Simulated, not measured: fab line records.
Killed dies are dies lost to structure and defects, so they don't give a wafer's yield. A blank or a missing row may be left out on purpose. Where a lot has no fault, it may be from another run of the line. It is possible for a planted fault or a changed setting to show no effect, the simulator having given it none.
Code-filled problem report in 8D (eight disciplines) form || flow gf180mcu || the parts of the form that need people (team, actions taken, sign-off) are left out

== 1. WHAT WENT WRONG ==
A mean of 136.4 s is read at GF_PASSIVATION_CVD_00 for run_length_s, taken on 1 wafer of 1 lot, against 139.8 s (standard deviation 0.5) on wafers free of any fault. That is -6.8 standard deviations from the usual mean.
The step: deposits SiO2 from TEOS, target thk 1000 nm, time 111.95 s.
First observed at day 33 20:05: wafer L944.5, on pecvd-04. The record holds 39 wafers of 13 lots with a number at this step. Rule for "out" (also "out of limits"): further than 4 standard deviations from the usual mean. All remaining wafers that have a number are taken as sound.

== 2. WHAT IT IS; WHAT IT IS NOT ==
{"question": "which readings at this step", "is": "run_length_s", "is not": "heater_power_outer_w, heater_power_w"}
{"question": "which lots", "is": "L944", "is not": "L923, L924, L925, L926, L927, L928, L929, L930, L931, L932, L933, L934"}
{"question": "which wafers of those lots", "is": "L944.5", "is not": "L944.1, L944.3"}
{"question": "read on which tools", "is": "pecvd-04", "is not": "pecvd-01, pecvd-03"}
{"question": "when", "is": "from day 33 20:05", "is not": "up to then (38 sound wafers)"}

== 3. SUSPECTS, AND WHAT RULES EACH OUT ==
Counting: a tool at a process step up to the reading stays a suspect if it ran every lot that is out. Sound lots after the first of them don't rule it out here, since some wafers of a struck lot are sound.
- rie_diel-03 at GF_V5_ETCH_17 (etches SiO2 in C4F8/O2/Ar, stops on TiN, target depth 855 nm): kept. The lot that is out, L944, ran on it at day 33 03:21; the last sound lot it ran before that was L933, at day 30 12:30. With no start given for some of its lots, GF_V5_ETCH_17 uses the hours and lot order of GF_V5_CMP_26.
- cmp-01 at GF_V5_CMP_26 (polishes, stops on SiO2, t overpolish 15 s, target thk 0 nm): kept. The lot that is out, L944, ran on it at day 33 03:21; the last sound lot it ran before that was L931, at day 29 20:16.
- pecvd-04 at GF_PASSIVATION_CVD_00 (deposits SiO2 from TEOS, target thk 1000 nm, time 111.95 s): kept. The lot that is out, L944, ran on it at day 33 20:05; the last sound lot it ran before that was L934, at day 31 14:12. On those wafers its own readings are out: run_length_s.
- cmp-01, GF_V5_CMP_26: wafers that are out in chamber 2, sound lot-mates in chambers 0, 1.
The count leaves rie_diel-03 at GF_V5_ETCH_17, cmp-01 at GF_V5_CMP_26, and pecvd-04 at GF_PASSIVATION_CVD_00.

== 4. THE CAUSE (what the simulator had put in) ==
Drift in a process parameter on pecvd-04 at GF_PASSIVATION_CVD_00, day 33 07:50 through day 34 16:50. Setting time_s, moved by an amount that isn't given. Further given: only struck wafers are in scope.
Of the 3 suspects that counting leaves, this tool is one.

== 5. SEQUENCE OF EFFECTS, ordered by route ==
Rows list readings where the struck wafers' mean (over those with a number) sits beyond 3 standard deviations from the usual. Scope: only readings with a usual standard deviation given in the record; hours: median across lots of the time from each lot's start at the first step in this table that gives one to its start at this step; sigmas: change in usual standard deviations.
{"hours": 0, "step": "GF_PASSIVATION_CVD_00", "reading": "run_length_s", "usual": "139.8 s", "on struck wafers": 136.4, "change": -3.4, "sigmas": -6.8}
Process steps it contains:
- GF_PASSIVATION_CVD_00: deposits SiO2 from TEOS, target thk 1000 nm, time 111.95 s.

== 6. HOW IT WOULD HAVE BEEN CAUGHT EARLIER ==
In this record no reading fell out of limits until day 33 20:05, 12 hours after the fault had begun at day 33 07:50.
